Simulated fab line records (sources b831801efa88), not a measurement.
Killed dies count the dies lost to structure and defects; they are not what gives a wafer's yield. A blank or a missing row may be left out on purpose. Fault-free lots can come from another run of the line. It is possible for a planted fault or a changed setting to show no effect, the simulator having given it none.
fab line records ; flow sky130
record: lots: 7; wafers: 19; last_day: 50
route steps=708 shown VIA4@652 METAL5@661 PAD_OPEN@708
lots untouched by any fault: they come from a run of this same line in which no faults occurred
start_h: the number of hours between the record's first day and the start of the first shown wafer of the lot ; wait_h: hours from the lot's prior step to this one ; " the same as in the row above ; L1.1+2: a row that stands for several wafers ; - no value present, or no start provided ; * or withheld: withheld ; < > ~ a bound
route shown NAME@n: a module of which the file shows steps, and the number in the route of the first ; usual: mean and standard deviation over wafers with no fault ; same: alike in all rows ; chamber/n: place in a boat ; sites: each site's reading ; _std_site: standard deviation across them ; _edge_site: outer sites' mean less inner sites' ; radius_mm: for every site, how far away it sits from the centre of the wafer ; mask NAME#n: copy n ; behind: the most recent tool/chamber to have shaped the wafer ; hold: why the lot went on hold/how many hours it stayed there/how the hold came to an end ; device: whichever transistor did not switch (one of n, p or np) ; end of line: the tests these same wafers got at the end of their route ; a step without rows: its recipe alone ; killed: the dies lost at the first sort to structure and to defects; this is not the yield of the wafer ; map: dies across one wafer; x = killed, . = not, _ = none there
set.NAME: the setting as run; set.NAME@STEP: as run at that earlier step ; model.NAME: the simulator's own value behind a step, which no gauge read
lots seen at some steps along the route; tables by step, rows by wafer
services: from which hour (start_h, from the record's first day; less than 0 if before it) a tool's chamber was out of use, for how many hours, and why
== steps ==
step: SKY_VIA4_STRIP_13
recipe: chemistry: O2/N2; power_w: 1400; pressure_mtorr: 1500; platen_temp_c: withheld; o2_flow_sccm: 3000; n2_flow_sccm: 300; overash_fraction: 0.5
usual: drypump_motor_current_A: 6.2/0.31; oes_product_au: 0.709/0.0051; strip_time_to_endpoint_s: 12.795/0.029
lot.wafer;tool;chamber;start_h;wait_h;drypump_motor_current_A;oes_product_au;rf_hours_counter_h;strip_time_to_endpoint_s
L782.1;plasma_asher-02;1;1073.67;-;6.5;0.716;31;12.763
L782.4;plasma_asher-02;0;1073.67;-;5.8;0.715;-;12.805
L782.6;plasma_asher-02;1;1073.67;-;6.5;0.717;-;12.762
L784.1;plasma_asher-02;1;1081.87;-;6.5;0.710;32;12.840
L784.4;plasma_asher-02;0;1081.87;-;5.8;0.705;-;12.801
L784.5;plasma_asher-02;1;1081.87;-;6.5;0.710;-;12.790
L785.2;plasma_asher-04;0;1097.62;-;6.4;0.710;97;12.793
L785.4;plasma_asher-04;0;1097.62;-;6.3;0.717;-;12.808
L785.6;plasma_asher-04;1;1097.62;-;6.3;0.719;-;12.825
L786.3;plasma_asher-02;0;1107.64;-;5.8;0.709;-;12.811
L786.4;plasma_asher-02;1;1107.64;-;6.5;0.707;-;12.775
L786.5;plasma_asher-02;0;1107.64;-;5.8;0.714;-;12.756
L787.2;plasma_asher-04;0;1107.90;-;6.3;0.705;98;12.768
L787.6;plasma_asher-04;1;1107.90;-;6.2;0.713;-;12.818
L790.1;plasma_asher-02;0;1115.17;-;5.8;0.712;35;12.793
L790.5;plasma_asher-02;1;1115.17;-;6.5;0.715;-;12.792
L795.2;plasma_asher-01;0;1141.00;-;5.9;0.709;7;12.796
L795.3;plasma_asher-01;1;1141.00;-;6.4;0.709;-;12.747
L795.6;plasma_asher-01;1;1141.00;-;6.4;0.704;-;12.761
step: SKY_VIA4_STRIP_14
recipe: chemistry: post_etch_residue_remover; time_s: 1200; temp_c: 72.5
step: SKY_VIA4_CLEAN_15
recipe: chemistry: IPA; time_s: 180; temp_c: 25
step: SKY_VIA4_CLEAN_16
recipe: chemistry: O3/DIW; dry: n2_spin
step: SKY_VIA4_SPUTTER_17
recipe: material: TiN; target_thk_nm: 20; chamber_pressure_pa: 5; power_w: 4000; time_s: 80
step: SKY_VIA4_CVD_18
recipe: material: W; target_thk_nm: 505; time_s: 152.14; temp_c: 400; pressure_torr: 40
step: SKY_VIA4_RS_MEAS_19
recipe: thk_meas_gauge: four-point-probe; reads: W_of_VIA4_CVD_18+TiN_of_VIA4_SPUTTER_17
usual: VIA4_W_RS: 0.2269/0.0023
lot.wafer;tool;chamber;start_h;wait_h;VIA4_W_RS[ohm/sq]
L782.1;film_metro-03;-;1074.97;0.1;0.2238
L782.4;film_metro-03;-;1074.97;0.1;0.2253
L782.6;film_metro-03;-;1074.97;0.1;0.2259
L784.1;film_metro-01;-;1082.68;0.1;0.2306
L784.4;film_metro-01;-;1082.68;0.1;0.2266
L784.5;film_metro-01;-;1082.68;0.1;0.2276
L785.2;film_metro-03;-;1098.48;0.1;0.2261
L785.4;film_metro-03;-;1098.48;0.1;0.2291
L785.6;film_metro-03;-;1098.48;0.1;0.2274
L786.3;film_metro-01;-;1108.57;0.1;0.2245
L786.4;film_metro-01;-;1108.57;0.1;0.2264
L786.5;film_metro-01;-;1108.57;0.1;0.2258
L787.2;film_metro-01;-;1108.73;0.1;0.2270
L787.6;film_metro-01;-;1108.73;0.1;0.2258
L790.1;film_metro-01;-;1115.98;0.1;0.2283
L790.5;film_metro-01;-;1115.98;0.1;0.2282
L795.2;film_metro-01;-;1141.83;0.1;0.2337
L795.3;film_metro-01;-;1141.83;0.1;0.2292
L795.6;film_metro-01;-;1141.83;0.1;0.2295
step: SKY_VIA4_THK_MEAS_20
recipe: thk_meas_gauge: xrf; reads: W_of_VIA4_CVD_18
usual: VIA4_W_THK: 499/6.2
lot.wafer;tool;chamber;start_h;wait_h;VIA4_W_THK[nm]
L782.1;film_metro-03;-;1075.09;0.1;507
L782.4;film_metro-03;-;1075.09;0.1;505
L782.6;film_metro-03;-;1075.09;0.1;503
L784.1;film_metro-01;-;1082.80;0.1;489
L784.4;film_metro-01;-;1082.80;0.1;497
L784.5;film_metro-01;-;1082.80;0.1;497
L785.2;film_metro-03;-;1098.60;0.1;504
L785.4;film_metro-03;-;1098.60;0.1;498
L785.6;film_metro-03;-;1098.60;0.1;500
L786.3;film_metro-01;-;1108.67;0.1;505
L786.4;film_metro-01;-;1108.67;0.1;505
L786.5;film_metro-01;-;1108.67;0.1;504
L787.2;film_metro-01;-;1108.84;0.1;503
L787.6;film_metro-01;-;1108.84;0.1;501
L790.1;film_metro-01;-;1116.10;0.1;499
L790.5;film_metro-01;-;1116.10;0.1;497
L795.2;film_metro-01;-;1141.94;0.1;487
L795.3;film_metro-01;-;1141.94;0.1;494
L795.6;film_metro-01;-;1141.94;0.1;494
step: SKY_VIA4_CMP_21
recipe: stop_on: SiO2; t_overpolish_s: 25; down_force_psi: 3.5; platen_rpm: 60; target_thk_nm: 0; pad_velocity_m_s: 0.94248
usual: motor_current_A: 11.2/1.4; overpolish_run_s: 25.000/0.0087; time_to_endpoint_s: 121/3.1
lot.wafer;tool;chamber;start_h;wait_h;motor_current_A;overpolish_run_s;time_to_endpoint_s
L782.4;cmp-02;2;1075.32;0.2;12.6;25.004;124
L782.1;cmp-02;3;1075.32;0.2;9.6;25.001;127
L782.6;cmp-02;1;1075.32;0.2;10.3;25.002;128
L784.1;cmp-02;3;1082.96;0.1;9.6;24.996;122
L784.4;cmp-02;0;1082.96;0.1;11.0;25.008;120
L784.5;cmp-02;1;1082.96;0.1;11.0;24.976;119
L785.2;cmp-01;1;1098.64;0.0;12.1;25.014;116
L785.4;cmp-01;2;1098.64;0.0;9.2;24.992;119
L785.6;cmp-01;1;1098.64;0.0;12.1;24.996;112
L786.4;cmp-02;2;1108.71;0.0;12.9;24.997;120
L786.3;cmp-02;3;1108.71;0.0;9.6;24.993;122
L786.5;cmp-02;2;1108.71;0.0;12.7;24.998;122
L787.2;cmp-02;2;1109.11;0.3;12.5;25.007;123
L787.6;cmp-02;0;1109.11;0.3;11.3;24.998;124
L790.1;cmp-01;0;1116.21;0.1;11.8;25.003;120
L790.5;cmp-01;3;1116.21;0.1;13.2;25.005;118
L795.2;cmp-02;3;1142.03;0.1;9.4;25.015;126
L795.3;cmp-02;0;1142.03;0.1;11.1;24.988;125
L795.6;cmp-02;3;1142.03;0.1;9.1;25.012;126
step: SKY_METAL5_SPUTTER_00
recipe: material: Ti; target_thk_nm: 15; power_w: 3000; time_s: 10; chamber_pressure_pa: 0.4
usual: throttle_valve_pct: 30.7/1.2
same: time_s: 10
lot.wafer;tool;chamber;start_h;wait_h;throttle_valve_pct
L782.1;pvd_sputter-03;-;1075.57;0.1;29.8
L782.4;pvd_sputter-03;-;1075.57;0.1;29.5
L782.6;pvd_sputter-03;-;1075.57;0.1;29.8
L784.1;pvd_sputter-02;-;1083.16;0.1;30.9
L784.4;pvd_sputter-02;-;1083.16;0.1;30.9
L784.5;pvd_sputter-02;-;1083.16;0.1;31.0
L785.2;pvd_sputter-03;-;1098.94;0.2;29.3
L785.4;pvd_sputter-03;-;1098.94;0.2;31.0
L785.6;pvd_sputter-03;-;1098.94;0.2;30.9
L786.3;pvd_sputter-02;-;1109.01;0.2;30.9
L786.4;pvd_sputter-02;-;1109.01;0.2;31.0
L786.5;pvd_sputter-02;-;1109.01;0.2;30.9
L787.2;pvd_sputter-03;-;1109.31;0.1;30.0
L787.6;pvd_sputter-03;-;1109.31;0.1;29.4
L790.1;pvd_sputter-03;-;1116.46;0.2;31.8
L790.5;pvd_sputter-03;-;1116.46;0.2;31.6
L795.2;pvd_sputter-04;-;1142.33;0.2;28.7
L795.3;pvd_sputter-04;-;1142.33;0.2;29.2
L795.6;pvd_sputter-04;-;1142.33;0.2;29.1
step: SKY_METAL5_SPUTTER_01
recipe: material: TiN; target_thk_nm: 20; power_w: 6500; time_s: 16.7; chamber_pressure_pa: 0.4
step: SKY_METAL5_SPUTTER_02
recipe: material: AlCu; target_thk_nm: 1150; power_w: 10600; time_s: 61.2; chamber_pressure_pa: 0.4
usual: throttle_valve_pct: 30.6/1.2
same: time_s: 61.2
lot.wafer;tool;chamber;start_h;wait_h;throttle_valve_pct
L782.1;pvd_sputter-03;-;1075.62;0.0;29.9
L782.4;pvd_sputter-03;-;1075.62;0.0;29.5
L782.6;pvd_sputter-03;-;1075.62;0.0;29.4
L784.1;pvd_sputter-02;-;1083.20;0.0;30.5
L784.4;pvd_sputter-02;-;1083.20;0.0;31.2
L784.5;pvd_sputter-02;-;1083.20;0.0;30.8
L785.2;pvd_sputter-03;-;1098.99;0.0;29.7
L785.4;pvd_sputter-03;-;1098.99;0.0;30.9
L785.6;pvd_sputter-03;-;1098.99;0.0;30.9
L786.3;pvd_sputter-02;-;1109.06;0.0;31.0
L786.4;pvd_sputter-02;-;1109.06;0.0;30.9
L786.5;pvd_sputter-02;-;1109.06;0.0;30.9
L787.2;pvd_sputter-03;-;1109.36;0.0;29.5
L787.6;pvd_sputter-03;-;1109.36;0.0;29.4
L790.1;pvd_sputter-03;-;1116.50;0.0;31.7
L790.5;pvd_sputter-03;-;1116.50;0.0;31.6
L795.2;pvd_sputter-04;-;1142.38;0.0;29.1
L795.3;pvd_sputter-04;-;1142.38;0.0;29.2
L795.6;pvd_sputter-04;-;1142.38;0.0;29.1
step: SKY_METAL5_SPUTTER_03
recipe: material: Ti; target_thk_nm: 5; power_w: 3000; time_s: 3.3; chamber_pressure_pa: 0.4
usual: throttle_valve_pct: 30.6/1.2
lot.wafer;tool;chamber;start_h;wait_h;throttle_valve_pct;model.Ti_of_METAL5_SPUTTER_03.thk_nm
L782.1;pvd_sputter-03;-;1075.67;0.0;29.9;4.981
L782.4;pvd_sputter-03;-;1075.67;0.0;29.5;4.908
L782.6;pvd_sputter-03;-;1075.67;0.0;29.6;4.916
L784.1;pvd_sputter-02;-;1083.25;0.0;30.8;5.056
L784.4;pvd_sputter-02;-;1083.25;0.0;30.9;5.117
L784.5;pvd_sputter-02;-;1083.25;0.0;31.1;5.057
L785.2;pvd_sputter-03;-;1099.04;0.0;29.7;4.686
L785.4;pvd_sputter-03;-;1099.04;0.0;30.7;4.862
L785.6;pvd_sputter-03;-;1099.04;0.0;30.9;4.34
L786.3;pvd_sputter-02;-;1109.11;0.0;30.8;5.104
L786.4;pvd_sputter-02;-;1109.11;0.0;31.2;5.088
L786.5;pvd_sputter-02;-;1109.11;0.0;30.7;5.077
L787.2;pvd_sputter-03;-;1109.41;0.0;29.9;5.008
L787.6;pvd_sputter-03;-;1109.41;0.0;29.6;4.471
L790.1;pvd_sputter-03;-;1116.55;0.0;32.0;4.626
L790.5;pvd_sputter-03;-;1116.55;0.0;31.9;4.991
L795.2;pvd_sputter-04;-;1142.43;0.0;29.1;5.151
L795.3;pvd_sputter-04;-;1142.43;0.0;29.2;5.145
L795.6;pvd_sputter-04;-;1142.43;0.0;29.4;5.2
step: SKY_METAL5_SPUTTER_04
recipe: material: TiN; target_thk_nm: 70; power_w: 6500; time_s: 58.3; chamber_pressure_pa: 0.4
usual: throttle_valve_pct: 30.6/1.2
same: time_s: 58.3
lot.wafer;tool;chamber;start_h;wait_h;throttle_valve_pct
L782.1;pvd_sputter-03;-;1075.69;0.0;29.9
L782.4;pvd_sputter-03;-;1075.69;0.0;29.7
L782.6;pvd_sputter-03;-;1075.69;0.0;29.7
L784.1;pvd_sputter-02;-;1083.27;0.0;31.1
L784.4;pvd_sputter-02;-;1083.27;0.0;31.0
L784.5;pvd_sputter-02;-;1083.27;0.0;30.8
L785.2;pvd_sputter-03;-;1099.06;0.0;29.9
L785.4;pvd_sputter-03;-;1099.06;0.0;31.0
L785.6;pvd_sputter-03;-;1099.06;0.0;31.1
L786.3;pvd_sputter-02;-;1109.13;0.0;30.9
L786.4;pvd_sputter-02;-;1109.13;0.0;30.9
L786.5;pvd_sputter-02;-;1109.13;0.0;30.8
L787.2;pvd_sputter-03;-;1109.43;0.0;29.6
L787.6;pvd_sputter-03;-;1109.43;0.0;29.7
L790.1;pvd_sputter-03;-;1116.57;0.0;31.8
L790.5;pvd_sputter-03;-;1116.57;0.0;31.9
L795.2;pvd_sputter-04;-;1142.45;0.0;29.1
L795.3;pvd_sputter-04;-;1142.45;0.0;29.1
L795.6;pvd_sputter-04;-;1142.45;0.0;29.1
step: SKY_PAD_OPEN_PROBE_99
usual: defect_limited_yield: 82.7/1.8; killed_at_M0_to_M3: 44/6.8; killed_at_M4_up: 3.2/1.7; killed_at_contacts: 24/4.9; killed_at_front_end: 14/4.1; killed_at_other: 0.2/0.51; killed_dies: 85/8.7; killed_open: 46/6.8; killed_short: 39/6.1; sort_bin_3_pad_short: 0.9/0.43; sort_bin_5_function: 10.1/1.4; sort_bin_6_memory: 6.3/1.1; sort_n_pass: 407/8.7; sort_yield_pct: 82.7/1.8
same: gross_dies: 492; killed_at_back_side: 0; sort_bin_4_leakage[%]: 0; sort_bin_8_speed[%]: 0
lot.wafer;tool;chamber;start_h;wait_h;defect_limited_yield[%];killed_at_M0_to_M3;killed_at_M4_up;killed_at_contacts;killed_at_front_end;killed_at_other;killed_dies;killed_open;killed_short;sort_bin_3_pad_short[%];sort_bin_5_function[%];sort_bin_6_memory[%];sort_n_pass;sort_yield_pct[%]
L782.1;prober-02;-;1137.71;0.1;83.7;40;0;25;15;0;80;41;39;1.0;10.6;4.7;412;83.7
L782.4;prober-02;-;1137.86;0.2;83.1;41;3;24;15;0;83;38;45;1.0;10.2;5.7;409;83.1
L782.6;prober-02;-;1137.96;0.2;81.5;44;5;24;18;0;91;44;47;0.8;10.6;7.1;401;81.5
L785.2;prober-01;-;1160.20;0.1;80.9;48;3;28;15;0;94;55;39;0.8;11.4;6.9;398;80.9
L785.4;prober-01;-;1160.30;0.2;84.1;32;3;26;16;1;78;41;37;0.8;8.9;6.1;414;84.1
L785.6;prober-01;-;1160.40;0.2;85.4;39;4;21;8;0;72;36;36;1.6;8.5;4.5;420;85.4
L790.1;prober-02;-;1174.31;0.1;84.1;35;0;26;17;0;78;38;40;1.0;8.5;6.3;414;84.1
L790.5;prober-02;-;1174.51;0.2;82.7;44;1;26;14;0;85;58;27;0.2;9.6;7.5;407;82.7
killed by level:class
L782.1 LI_CONTACT:geometric_particle:open=11 VIA2:geometric_particle:open=9 FIELD_ISO:geometric_particle:short=6 CONTACT:geometric_particle:short=6 METAL1:geometric_particle:short=6 VIA1:geometric_particle:open=6 VIA3:geometric_particle:short=5 SPACER:geometric_particle:open=4
L782.4 VIA1:geometric_particle:open=7 CONTACT:geometric_particle:open=7 METAL2:geometric_particle:short=7 FIELD_ISO:geometric_particle:short=6 LI_CONTACT:geometric_particle:open=6 LOCAL_INTERCONNECT:geometric_particle:short=6 FIELD_ISO:geometric_particle:open=5 METAL3:geometric_particle:short=5
L782.6 VIA1:geometric_particle:open=13 CONTACT:geometric_particle:open=7 METAL1:geometric_particle:short=7 POLY_GATE:geometric_particle:open=5 LI_CONTACT:geometric_particle:open=5 METAL2:geometric_particle:short=5 METAL4:geometric_particle:short=5 LI_CONTACT:geometric_particle:short=4
L785.2 VIA2:geometric_particle:open=11 CONTACT:geometric_particle:short=10 VIA1:geometric_particle:open=10 CONTACT:geometric_particle:open=9 POLY_GATE:geometric_particle:open=7 VIA3:geometric_particle:open=7 LI_CONTACT:geometric_particle:open=6 METAL2:geometric_particle:short=5
L785.4 CONTACT:geometric_particle:open=13 LI_CONTACT:geometric_particle:open=8 VIA1:geometric_particle:open=7 METAL1:geometric_particle:short=7 POLY_GATE:geometric_particle:short=6 VIA3:geometric_particle:open=6 VIA1:geometric_particle:short=5 FIELD_ISO:geometric_particle:short=3
L785.6 CONTACT:geometric_particle:short=7 METAL2:geometric_particle:short=7 CONTACT:geometric_particle:open=6 VIA2:geometric_particle:open=6 VIA1:geometric_particle:open=5 LI_CONTACT:geometric_particle:open=4 VIA2:geometric_particle:short=4 VIA3:geometric_particle:open=4
L790.1 LI_CONTACT:geometric_particle:open=7 VIA1:geometric_particle:open=7 VIA2:geometric_particle:open=7 CONTACT:geometric_particle:short=6 LOCAL_INTERCONNECT:geometric_particle:short=5 CONTACT:geometric_particle:open=5 VIA3:geometric_particle:short=5 FIELD_ISO:geometric_particle:short=4
L790.5 LI_CONTACT:geometric_particle:open=13 VIA2:geometric_particle:open=12 CONTACT:geometric_particle:open=10 VIA1:geometric_particle:open=8 VIA3:geometric_particle:open=6 METAL2:geometric_particle:short=5 METAL1:geometric_particle:short=4 FIELD_ISO:geometric_particle:open=3
== services ==
tool;chamber;start_h;hours;kind
plasma_asher-01;-;1055.25;9.0;pm
plasma_asher-01;0;1055.25;9.0;vent_cycle
plasma_asher-01;1;1055.25;9.0;vent_cycle
plasma_asher-01;0;1064.25;-;clean
plasma_asher-01;1;1064.25;-;clean
cmp-02;-;1069.96;1.3;repair
cmp-01;-;1073.61;2.7;repair
cmp-02;-;1084.17;4.0;pm
cmp-02;-;1088.17;-;consumable_replace:conditioner
cmp-02;-;1088.17;-;consumable_replace:pad
pvd_sputter-02;-;1095.70;4.1;repair
cmp-01;-;1119.59;3.8;repair
cmp-02;-;1123.48;4.2;pm
cmp-01;-;1140.51;4.5;repair
== key ==
first_sign none at tools or gauges
model_effect: step: SKY_METAL5_SPUTTER_03; value: Ti_of_METAL5_SPUTTER_03.thk_nm; without: 4.869; struck: 4.479
met_at SKY_METAL5_SPUTTER_03
struck_wafers L785.6,L787.6,L790.1
onset_between 1075.67 1099.04
fault: kind: process_parameter_drift; tool: pvd_sputter-03; chamber: -; onset_h: 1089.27; steps: SKY_METAL5_SPUTTER_03; channel: time_s; offset: *; shape: step; end_h: 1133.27; scope: struck_wafers_only; acts_in: *; stated: *
